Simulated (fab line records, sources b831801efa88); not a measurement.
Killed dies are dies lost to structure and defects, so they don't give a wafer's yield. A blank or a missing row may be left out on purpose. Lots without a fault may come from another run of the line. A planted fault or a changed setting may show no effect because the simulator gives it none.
One fault seen from 2 desks | flow sky130 | each desk has only its own numbers; what lay behind them comes last

THE TOOL OWNER'S DESK: iline_stepper-01
The tool's own readings at SKY_VT_ADJUST_LVTN_EXPOSE_04 (exposes mask NWM COMPLEMENT LESS NATIVE, target cd 840 nm): means of the sampled wafers that have a number, for each lot that ran on this tool. A lot is out of limits, marked OUT, if its mean lies more than 4 standard deviations from the usual mean; the brackets give that distance.
Columns: A = reticle_temp_C at SKY_VT_ADJUST_LVTN_EXPOSE_04, usual 22.98 C
lot  | first seen here | A
L689 | day 6 15:52     | 23.10
L690 | day 6 21:28     | 22.92
L692 | day 7 13:59     | 23.06
L698 | day 9 00:39     | 23.00
L700 | day 9 10:27     | 22.97
This desk's finding: nothing out of limits on any of the 5 lots.

THE METROLOGY DESK
What the gauges read, lot by lot, whatever tool the lot ran on: means of the sampled wafers that have a number. A lot is out of limits, marked OUT, if its mean lies more than 4 standard deviations from the usual mean; the brackets give that distance.
Columns: A = VT_ADJUST_LVTN_OVL at SKY_VT_ADJUST_LVTN_OVL_MEAS_07, usual 0.1 nm; B = cd_nm at SKY_VT_ADJUST_HVTR_CD_MEAS_07, usual 378.9 nm; C = SD_N_OVL at SKY_SD_N_OVL_MEAS_08, usual 0.3 nm
lot  | first seen here | A                       | B     | C
L689 | day 7 02:10     | 0.4                     | 380.2 | 1.9
L690 | day 7 08:01     | -2.1                    | 380.6 | 1.1
L691 | day 7 15:01     | 0.4                     | 376.5 | 0.9
L692 | day 7 23:28     | 0.5                     | 378.1 | 1.4
L698 | day 9 10:40     | 299.7 (+99 or more) OUT | 379.4 | 0.3
L700 | day 9 21:04     | 300.0 (+99 or more) OUT | 379.2 | -0.1
L702 | day 10 16:22    | -0.2                    | 382.7 | -0.3
L707 | day 11 17:17    | 1.4                     | 377.2 | -1.7
L708 | day 11 22:49    | 0.6                     | 378.6 | -0.7
L710 | day 12 13:15    | -0.7                    | 377.5 | 0.4
L711 | day 12 23:59    | 1.9                     | 380.3 | 1.2
This desk's finding: out of limits on L698, L700; first on L698, day 9 10:40 (VT_ADJUST_LVTN_OVL at SKY_VT_ADJUST_LVTN_OVL_MEAS_07). In limits: L689, L690, L691, L692, L702, L707, L708, L710, L711.

PUT TOGETHER
The metrology desk could have raised an alarm at day 9 10:40, on L698, L700.
The tool owner's desk saw nothing out of limits.
The tool owner's desk has L698, L700 on record, within its limits.
Of the lots named, all ran SKY_VT_ADJUST_LVTN_EXPOSE_04 on iline_stepper-01.

WHAT THE SIMULATOR HAD PUT IN
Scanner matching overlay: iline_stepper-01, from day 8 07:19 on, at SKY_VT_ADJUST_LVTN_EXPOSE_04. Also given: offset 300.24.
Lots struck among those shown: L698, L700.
Hours from the fault's start to each desk's first reading out of limits: the metrology desk, 27.
